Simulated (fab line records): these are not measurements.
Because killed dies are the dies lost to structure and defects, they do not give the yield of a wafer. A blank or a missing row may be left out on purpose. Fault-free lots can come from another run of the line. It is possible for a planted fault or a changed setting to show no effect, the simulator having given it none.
Code-filled problem report in 8D (eight disciplines) form -- flow sky130 -- the parts of the form that need people (team, actions taken, sign-off) are left out

== 1. WHAT IS WRONG ==
Mean RES_XHIGH_RS at SKY_SD_N_RS_MEAS_18: 345.9 ohm/sq over 6 wafers in 2 lots; fault-free wafers: 333.1 ohm/sq, standard deviation 1.1. That is +12 standard deviations from the usual mean.
The step: measures by four-point-probe.
The first sign was on wafer L555.1 at day 33 04:34, on filmMetro-02. The record has a number at this step for 42 wafers belonging to 14 lots. Rule for "out", or "out of limits": more than 4 standard deviations from the usual mean. The rest of the wafers with a number are treated as sound.

== 2. WHAT IT IS AND WHAT IT IS NOT ==
question,is,is not
which readings at this step,RES_XHIGH_RS,-
which lots,"L555, L556","L543, L544, L545, L546, L547, L548, L550, L551, L552, L561, L563, L566"
which wafers of those lots,all that have a number,-
read on which gauges,"filmMetro-02, filmMetro-04",filmMetro-01
when,from day 33 04:34,"up to then (27 sound wafers); but 9 sound wafers of L561, L563, L566 came after"

== 3. SUSPECTS, AND WHAT RULES EACH OUT ==
Counting: a tool at a process step up to the reading stays a suspect if it ran every lot that is out and no sound lot after the first of them.
- the gauge at SKY_SD_N_RS_MEAS_18 is ruled out. The wafers that are out were read on 2 gauges (filmMetro-02, filmMetro-04).
- implanter-04 at SKY_RES_XHIGH_IMPLANT_07: kept. It processed each lot that is out, first L555 at day 31 23:31, and no sound lot thereafter; up to then, the last sound lot it processed was L547 at day 29 05:11.
After counting, what remains is implanter-04 at SKY_RES_XHIGH_IMPLANT_07.

== 4. THE CAUSE (what the simulator had put in) ==
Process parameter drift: implanter-04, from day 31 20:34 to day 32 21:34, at SKY_RES_XHIGH_IMPLANT_07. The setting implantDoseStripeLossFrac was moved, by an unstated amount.
The count eliminated every tool but this one.

== 5. SEQUENCE OF EFFECTS, ordered by route ==
Rows list readings where the struck wafers' mean (over those with a number) sits beyond 3 standard deviations from the usual. Only readings for which the record gives a usual standard deviation are gone through. hours: the time from each lot's start at the first step in this table that gives one to its start at this step, as a median over the lots. sigmas: the change in usual standard deviations.
hours,step,reading,usual,on struck wafers,change,sigmas
0,SKY_SD_N_RS_MEAS_18,RES_XHIGH_RS,333.1 ohm/sq,345.9,+12.8,+12
Later measuring or inspecting steps at which every struck wafer that the step has a row for has a number for every such reading, and none has moved that far: SKY_LI_CONTACT_OVL_MEAS_13.

== 6. HOW IT WOULD HAVE BEEN CAUGHT EARLIER ==
The first out-of-limits reading at a measuring or inspecting step in this record came at day 33 04:34, 32 hours after the fault's start at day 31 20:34.
No tool reading at SKY_RES_XHIGH_IMPLANT_07 that has a usual standard deviation in the record was out on any struck wafer, so an alarm limit of 4 standard deviations on those readings would not have fired.
All the lots that are out (2) had begun SKY_RES_XHIGH_IMPLANT_07 on implanter-04 by day 33 04:34. A hold on the tool at that time would have spared none of them.
